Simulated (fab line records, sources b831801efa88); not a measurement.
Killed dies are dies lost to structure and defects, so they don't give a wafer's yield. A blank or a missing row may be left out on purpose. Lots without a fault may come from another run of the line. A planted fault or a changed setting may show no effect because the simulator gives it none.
A struck lot beside a sound one | flow sky130 | 17 steps out of a route of 708
Sound: wafers L189.2, L189.3, L189.4. Struck: wafers L191.2, L191.3, L191.4. The cause comes at the end.
At each step with rows: each side's tool, then ch and its chambers, then its first start. Under that, the readings that differ: sound wafers | struck wafers | difference of the means | sigmas: that difference in standard deviations of wafers without a fault.
alike: readings whose means differ by less than 2 such deviations, and words and numbers that are the same on both sides. not compared: withheld readings, readings that some wafer has no value for, bounds like >300 that may hide the same value, and numbers for which the record gives no deviation and whose values overlap.
The two part at a step that has a row with sigmas, a row that says differs or no value, or rows on one side only. Numbers that don't overlap but have no deviation are shown without sigmas and don't part them. A reading that every wafer of one side lacks parts them only if that side has two wafers or more.

first, 2 steps without rows for these wafers: SKY_NWELL_IMPLANT_12; SKY_NWELL_IMPLANT_13.
SKY_NWELL_STRIP_14: strips in O2/N2.
  sound on plasma_asher-02 ch 0,1, day 5 20:49; struck on plasma_asher-02 ch 0,1, day 6 12:47
  alike: drypump_motor_current_A, oes_product_au, strip_time_to_endpoint_s
  not compared: rf_hours_counter_h
SKY_NWELL_TW_MEAS_15:
  sound on film_metro-04, day 5 20:55; struck on film_metro-01, day 6 12:53
  alike: NWELL_TW
then, 7 steps without rows for these wafers: SKY_NWELL_DEHYDRATE_16 (time 60 s); SKY_NWELL_HMDS_17 (prime time 60 s); SKY_NWELL_COAT_18 (resist thk 3000 nm); SKY_NWELL_SOFTBAKE_19; SKY_NWELL_EXPOSE_20 (exposes mask NWM COMPLEMENT, target cd 840 nm); SKY_NWELL_PEB_21; SKY_NWELL_DEVELOP_22 (develop time 60 s).
SKY_NWELL_OVL_MEAS_23:
  sound on overlay-02, day 6 14:33; struck on overlay-01, day 7 08:23
  alike: NWELL_01_OVL
SKY_NWELL_IMPLANT_24:
  sound on implanter-04 ch 0, day 6 14:36; struck on implanter-04 ch 0, day 7 08:45
SKY_NWELL_STRIP_25: strips in O2/N2.
  sound on plasma_asher-04 ch 0,1, day 6 14:44; struck on plasma_asher-02 ch 0,1, day 7 08:53
  alike: drypump_motor_current_A, oes_product_au, strip_time_to_endpoint_s
  not compared: rf_hours_counter_h
SKY_NWELL_TW_MEAS_26:
  sound on film_metro-03, day 6 14:50; struck on film_metro-01, day 7 09:04
  reading    | sound       | struck      | difference | sigmas
  NWELL_2_TW | 495 495 494 | 605 605 606 | +111       | +20
then, 1 step without rows for these wafers: SKY_NWELL_CLEAN_27 (cleans in SC1/SC2, time 150 s).
-- the record jumps here: 41 days lie between the struck wafers' starts before and after (it left off in module NWELL and takes up again in module PAD_OPEN, whose first step shown is number 708 of the route) --
SKY_PAD_OPEN_PROBE_99:
  sound on prober-01, day 47 05:58; struck on prober-01, day 47 23:13
  reading                                    | sound                         | struck                        | difference | sigmas
  model.etest.pfet_16v.r_on_ohm_um           | 1.486e+04 1.538e+04 1.492e+04 | 1.12e+04 1.111e+04 1.123e+04  | -3.87e+03  |
  model.etest.res_iso_pwell.rs_ohm_sq        | 2844 3119 2894                | 1742 1698 1803                | -1205      |
  model.etest.res_pwell_under_gate.rs_ohm_sq | 2293 2280 2294                | 1430 1443 1436                | -853       |
  model.etest.nfet_16v.r_on_ohm_um           | 1.392e+04 1.41e+04 1.413e+04  | 1.491e+04 1.482e+04 1.478e+04 | +7.867e+02 |
  model.etest.res_iso_pwell.line_ohm_um      | 1071 1194 1101                | 649.1 636.6 662.5             | -472.6     |
  model.etest.tip_n_5v.rs_ohm_sq             | 1397 1405 1394                | 1494 1488 1490                | +92        |
  model.etest.res_nwell.line_ohm_um          | 1120 1162 1126                | 1217 1202 1233                | +81        |
  model.etest.res_nwell.width_nm (nm)        | 833.3 831.3 830.7             | 770 771 775.7                 | -60        |
  alike: killed_at_M0_to_M3, killed_at_M4_up, killed_at_contacts, killed_at_front_end, killed_at_other, killed_dies, killed_open, killed_short

WHERE THEY PART
Only at SKY_NWELL_TW_MEAS_26, within this record. Later steps at which nothing parts them and some readings are alike: SKY_PAD_OPEN_PROBE_99.

WHY: what the simulator had put in
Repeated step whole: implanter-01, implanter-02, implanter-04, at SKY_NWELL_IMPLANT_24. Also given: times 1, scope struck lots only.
